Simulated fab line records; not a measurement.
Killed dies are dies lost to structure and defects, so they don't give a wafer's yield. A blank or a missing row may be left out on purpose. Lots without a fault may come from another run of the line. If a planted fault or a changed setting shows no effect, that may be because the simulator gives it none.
Struck lot and sound lot, side by side -- flow gf180mcu -- 43 out of 602 route steps
Sound: these wafers, L310.3, L310.5, L310.6. Wafers struck: L319.3, L319.4, L319.5. The cause comes at the end.
Per side, at each step with rows, come the tool, then ch with its chambers, and then its first start. Under that, the readings that differ: sound wafers -- struck wafers -- difference of the means -- sigmas: that difference in standard deviations of wafers without a fault.
alike: same words and numbers on both sides, and readings whose means sit less than 2 such deviations apart. not compared: any withheld reading, any reading some wafer has no value for, any bound like >300 that may hide the same value, and any number with overlapping values for which the record gives no deviation.
The two part at a step that has a row with sigmas, a row that says differs or no value, or rows on one side only. Numbers that have no deviation but don't overlap get no sigmas and don't part them. Lack of a reading on every wafer of one side parts them only where that side has two or more wafers.

first, 5 steps without rows for these wafers: GF_HV_LDD_COAT_02 (resist thk 1000 nm); GF_HV_LDD_SOFTBAKE_03 (time 60 s); GF_HV_LDD_EXPOSE_04 (exposes mask Nplus LV AREA, target cd 400 nm); GF_HV_LDD_PEB_05; GF_HV_LDD_DEVELOP_06 (develop time 60 s).
GF_HV_LDD_CD_MEAS_07 targets a cd of 400 nm.
  sound on cdSem-02 at day 13 15:06; struck on cdSem-01 at day 16 14:21
  alike: cdNm
GF_HV_LDD_OVL_MEAS_08:
  sound on overlay-01 at day 13 15:11; struck on overlay-01 at day 16 14:26
  alike: HV_LDD_OVL
then, 1 step without rows for these wafers: GF_HV_LDD_IMPLANT_09.
GF_HV_LDD_STRIP_10: strips in O2/N2.
  sound on plasmaAsher-02 ch 0,1, day 13 15:24; struck on plasmaAsher-03 ch 0,1, day 16 14:39
reading,sound,struck,difference,sigmas
drypumpMotorCurrentA (A),6.5 6.0 6.5,5.4 4.9 4.9,-1.3,-2
heaterPowerW (W),381 371 381,319 322 321,-57,-2
  alike: oesProductAu, stripTimeToEndpointS
  not compared: rfHoursCounterH
GF_HV_LDD_TW_MEAS_11:
  sound on filmMetro-04 at day 13 15:29; struck on filmMetro-01 at day 16 14:44
  alike: HV_LDD_TW
then, 2 steps without rows for these wafers: GF_HV_LDD_DEHYDRATE_12 (time 60 s); GF_HV_LDD_HMDS_13 (prime time 60 s).
GF_HV_LDD_COAT_14: resist thk 1000 nm.
  sound on lithoTrack-04 ch 0, day 14 01:58; struck on lithoTrack-04, day 17 01:58
  no value came back on the struck wafers for chillPlateTempC (C), dispensePressureKPa (kPa); on the sound wafers chillPlateTempC (C) reads 22.78 22.87 23.00
then, 4 steps without rows for these wafers: GF_HV_LDD_SOFTBAKE_15 (time 60 s); GF_HV_LDD_EXPOSE_16 (exposes mask Pplus LV AREA, target cd 400 nm); GF_HV_LDD_PEB_17; GF_HV_LDD_DEVELOP_18 (develop time 60 s).
GF_HV_LDD_CD_MEAS_19 targets a cd of 400 nm.
  sound on cdSem-01 at day 14 12:18; struck on cdSem-01 at day 17 13:42
reading,sound,struck,difference,sigmas
cdNm (nm),394.6 394.2 393.3,- - -,no value on the struck wafers,
GF_HV_LDD_OVL_MEAS_20:
  sound on overlay-01 at day 14 12:23; struck on overlay-02 at day 17 13:47
reading,sound,struck,difference,sigmas
HV_LDD_01_OVL (nm),-0.5 -0.2 -1.8,- - -,no value on the struck wafers,
then, 1 step without rows for these wafers: GF_HV_LDD_IMPLANT_21.
GF_HV_LDD_STRIP_22: strips in O2/N2.
  sound on plasmaAsher-02 ch 0,1, day 14 12:36; struck on plasmaAsher-01 ch 0,1, day 17 14:00
  no value came back on the struck wafers for oesProductAu (a.u.), stripTimeToEndpointS (s); on the sound wafers oesProductAu (a.u.) reads 0.723 0.721 0.716
  alike: drypumpMotorCurrentA, heaterPowerW
  not compared: rfHoursCounterH
GF_HV_LDD_TW_MEAS_23:
  sound on filmMetro-04 at day 14 12:41; struck on filmMetro-04 at day 17 14:05
  alike: HV_LDD_2_TW
then, 7 steps without rows for these wafers: GF_HV_LDD_DEHYDRATE_24 (time 60 s); GF_HV_LDD_HMDS_25 (prime time 60 s); GF_HV_LDD_COAT_26 (resist thk 1000 nm); GF_HV_LDD_SOFTBAKE_27 (time 60 s); GF_HV_LDD_EXPOSE_28 (exposes mask Nplus HV AREA, target cd 400 nm); GF_HV_LDD_PEB_29; GF_HV_LDD_DEVELOP_30 (develop time 60 s).
GF_HV_LDD_CD_MEAS_31 targets a cd of 400 nm.
  sound on cdSem-02 at day 15 08:09; struck on cdSem-02 at day 18 13:12
  alike: cdNm
GF_HV_LDD_OVL_MEAS_32:
  sound on overlay-01 at day 15 08:14; struck on overlay-02 at day 18 13:17
  alike: HV_LDD_02_OVL
then, 4 steps without rows for these wafers: GF_HV_LDD_IMPLANT_33; GF_HV_LDD_IMPLANT_34; GF_HV_LDD_IMPLANT_35; GF_HV_LDD_IMPLANT_36.
GF_HV_LDD_STRIP_37: strips in O2/N2.
  sound on plasmaAsher-01 ch 0,1, day 15 08:54; struck on plasmaAsher-03 ch 0,1, day 18 13:57
  alike: drypumpMotorCurrentA, heaterPowerW, oesProductAu, stripTimeToEndpointS
  not compared: rfHoursCounterH
GF_HV_LDD_TW_MEAS_38:
  sound on filmMetro-04 at day 15 08:59; struck on filmMetro-01 at day 18 14:16
reading,sound,struck,difference,sigmas
HV_LDD_3_TW,1483 1478 1480,1600 1595 1601,+118,+8
  not compared: hold
then, 4 steps without rows for these wafers: GF_HV_LDD_HMDS_40 (prime time 60 s); GF_HV_LDD_COAT_41 (resist thk 1009 nm); GF_HV_LDD_SOFTBAKE_42 (time 60 s); GF_HV_LDD_EXPOSE_43 (exposes mask Pplus HV AREA, target cd 400 nm).
GF_HV_LDD_TW_MEAS_50:
  sound on filmMetro-01 at day 16 07:11; struck on filmMetro-01 at day 19 15:19
reading,sound,struck,difference,sigmas
HV_LDD_4_TW,571 576 573,1103 1097 1106,+529,+90
  not compared: hold
GF_PASSIVATION_PROBE_99:
  the record has rows for the sound wafers here (prober-01, day 32 10:26) and none for the struck ones

== WHERE THEY PART ==
First at GF_HV_LDD_STRIP_10; last, within this record, at GF_PASSIVATION_PROBE_99.

WHY: the cause the simulator had injected
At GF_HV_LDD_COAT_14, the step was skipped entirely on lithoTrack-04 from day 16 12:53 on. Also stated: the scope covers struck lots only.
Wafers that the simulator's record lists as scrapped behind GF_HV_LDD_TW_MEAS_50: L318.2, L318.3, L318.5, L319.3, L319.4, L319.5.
